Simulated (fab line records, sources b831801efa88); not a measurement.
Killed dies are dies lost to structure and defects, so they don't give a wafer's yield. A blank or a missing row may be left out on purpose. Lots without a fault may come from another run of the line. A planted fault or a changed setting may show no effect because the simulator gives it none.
Which tool did it? | flow sfq_line | 14 lots, 42 wafers sampled, at 1 step of a route of 325

WHAT THE GAUGES READ, wafer by wafer
The record holds no reading of a measuring or inspecting step that can be judged against a usual standard deviation.

WHICH TOOL RAN EACH LOT (tool, then ch and the chambers of the sampled wafers, then the start)
lot  | SFQ_TRILAYER_R5_ETCH_METAL_ETCH_139
L300 | rie_metal-04 ch 0,1, day 50 03:40
L301 | rie_metal-01 ch 0,1, day 50 15:40
L302 | rie_metal-02 ch 0, day 51 01:22
L303 | rie_metal-01 ch 0,1, day 51 08:34
L304 | rie_metal-02 ch 0,1, day 52 09:35
L306 | rie_metal-02 ch 0,1, day 53 07:10
L309 | rie_metal-01 ch 0,1, day 54 15:07
L311 | rie_metal-04 ch 0,1, day 55 04:20
L313 | rie_metal-01 ch 0,1, day 55 11:31
L314 | rie_metal-02 ch 0,1, day 55 17:31
L315 | rie_metal-04 ch 0,1, day 56 06:44
L320 | rie_metal-01 ch 0,1, day 57 13:28
L322 | rie_metal-01 ch 0,1, day 57 19:29
L323 | rie_metal-01 ch 0,1, day 58 03:59
- SFQ_TRILAYER_R5_ETCH_METAL_ETCH_139: etches the open film in Cl2, stops on SiO2, target depth 60 nm, time 40 s.

WHAT THE TOOLS THEMSELVES READ (means of the sampled wafers that have a number; where no wafer has one, the mark that the record gives instead)
SFQ_TRILAYER_R5_ETCH_METAL_ETCH_139.
lot  | tool         | drypump_motor_current_A (A) | oes_product_au (a.u.) | rf_fwd_power_W (W)
L300 | rie_metal-04 | 5.92                        | 0.979                 | 594
L301 | rie_metal-01 | 6.28                        | 0.988                 | 596
L302 | rie_metal-02 | 5.57                        | 0.990                 | 591
L303 | rie_metal-01 | 6.29                        | 0.992                 | 596
L304 | rie_metal-02 | 5.73                        | 0.992                 | 591
L306 | rie_metal-02 | 5.71                        | 0.993                 | 590
L309 | rie_metal-01 | 6.31                        | 0.986                 | 595
L311 | rie_metal-04 | 6.00                        | 0.973                 | 596
L313 | rie_metal-01 | 6.22                        | 0.985                 | 595
L314 | rie_metal-02 | 5.72                        | 0.988                 | 587
L315 | rie_metal-04 | 5.91                        | 0.984                 | 594
L320 | rie_metal-01 | 6.23                        | 0.985                 | 596
L322 | rie_metal-01 | 6.29                        | 0.947                 | 595
L323 | rie_metal-01 | 6.25                        | 0.939                 | 594

THE ANSWER, worked out from the rows above alone
Rule: what is usual is taken from the lots themselves. Put in order of their means at a reading, lots are off if they are a third of the lots or fewer, leave a main group of 4 or more, and stand apart from it by a gap of 3 or more times the standard deviation of the main group's means; of several such gaps the widest counts. A main group whose means are all the same, to the digits that the tables above print for the reading, isn't used. A lot without any number at a reading at which 4 lots or more have one is off too. The other lots that the step has rows for count as sound. The gauges are gone through in route order, then the tools' own readings, and for those a lot's mean is taken as printed above. The first step at which some lot is off is used, and at that step the reading that is off furthest; a lot without a number counts as furthest.
Off: L322, L323, at SFQ_TRILAYER_R5_ETCH_METAL_ETCH_139 (oes_product_au). The main group: mean 0.986 a.u., standard deviation 0.0055.
A tool fits if, at that step or a process step before it, it ran every lot that is off, and no sound lot after the first of them. One fits: rie_metal-01 at SFQ_TRILAYER_R5_ETCH_METAL_ETCH_139. Its last sound lot is L320 (day 57 13:28), its first lot that is off L322 (day 57 19:29): a fault that began between those two fits.
The tool's own readings at SFQ_TRILAYER_R5_ETCH_METAL_ETCH_139 bear it out: on the lots that are off they differ by more than 5 times the standard deviation of the sound lots' means. oes_product_au reads 0.943 a.u. there against 0.986 a.u. on the sound lots.

WHAT THE SIMULATOR HAD PUT IN
Process parameter drift: rie_metal-01, from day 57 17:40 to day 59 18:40, at SFQ_TRILAYER_R5_ETCH_METAL_ETCH_139. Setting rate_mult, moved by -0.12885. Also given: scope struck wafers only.
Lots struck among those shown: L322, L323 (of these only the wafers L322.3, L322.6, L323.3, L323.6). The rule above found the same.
